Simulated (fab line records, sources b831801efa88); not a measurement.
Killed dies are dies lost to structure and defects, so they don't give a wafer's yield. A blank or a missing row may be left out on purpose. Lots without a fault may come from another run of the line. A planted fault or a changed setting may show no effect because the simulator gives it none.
One fault seen from 2 desks | flow sky130 | each desk has only its own numbers; what lay behind them comes last

THE METROLOGY DESK
What the gauges read, lot by lot, whatever tool the lot ran on: means of the sampled wafers that have a number. A lot is out of limits, marked OUT, if its mean lies more than 4 standard deviations from the usual mean; the brackets give that distance.
Columns: A = CONTACT_W_RS at SKY_CONTACT_RS_MEAS_25, usual 0.340 ohm/sq; B = CONTACT_W_THK at SKY_CONTACT_THK_MEAS_26, usual 339 nm
lot  | first seen here | A               | B
L254 | day 30 22:23    | 0.337           | 349
L255 | day 32 00:20    | 0.340           | 339
L258 | day 32 23:39    | 0.336           | 341
L257 | day 33 03:25    | 0.339           | 343
L260 | day 34 14:46    | 0.346           | 336
L263 | day 34 21:26    | 0.343           | 339
L265 | day 36 20:03    | 0.342           | 335
L269 | day 37 01:08    | 0.283 (-14) OUT | 412 (+13) OUT
L271 | day 37 01:51    | 0.279 (-15) OUT | 416 (+13) OUT
L272 | day 37 05:55    | 0.331           | 351
L276 | day 38 12:23    | 0.339           | 342
This desk's finding: out of limits on L269, L271; first on L269, day 37 01:08 (CONTACT_W_RS at SKY_CONTACT_RS_MEAS_25). In limits: L254, L255, L258, L257, L260, L263, L265, L272, L276.

THE TOOL OWNER'S DESK: cvd_w-01
The tool's own readings at SKY_CONTACT_CVD_24 (deposits W, target thk 340 nm, time 102.12 s): means of the sampled wafers that have a number, for each lot that ran on this tool. A lot is out of limits, marked OUT, if its mean lies more than 4 standard deviations from the usual mean; the brackets give that distance.
Columns: A = heater_power_w at SKY_CONTACT_CVD_24, usual 909 W
lot  | first seen here | A
L255 | day 32 00:13    | 855
L257 | day 33 03:18    | 859
L260 | day 34 14:40    | 917
L263 | day 34 21:19    | 860
L265 | day 36 19:56    | 865
L269 | day 37 01:01    | 921
L271 | day 37 01:43    | 910
This desk's finding: nothing out of limits on any of the 7 lots.

PUT TOGETHER
The metrology desk could have raised an alarm at day 37 01:08, on L269, L271.
The tool owner's desk saw nothing out of limits.
The tool owner's desk has L269, L271 on record, within its limits.
Of the lots named, all ran SKY_CONTACT_CVD_24 on cvd_w-01.

WHAT THE SIMULATOR HAD PUT IN
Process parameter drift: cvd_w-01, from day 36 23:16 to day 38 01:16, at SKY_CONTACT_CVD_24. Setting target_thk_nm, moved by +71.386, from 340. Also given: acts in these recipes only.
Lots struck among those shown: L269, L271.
Hours from the fault's start to each desk's first reading out of limits: the metrology desk, 2.
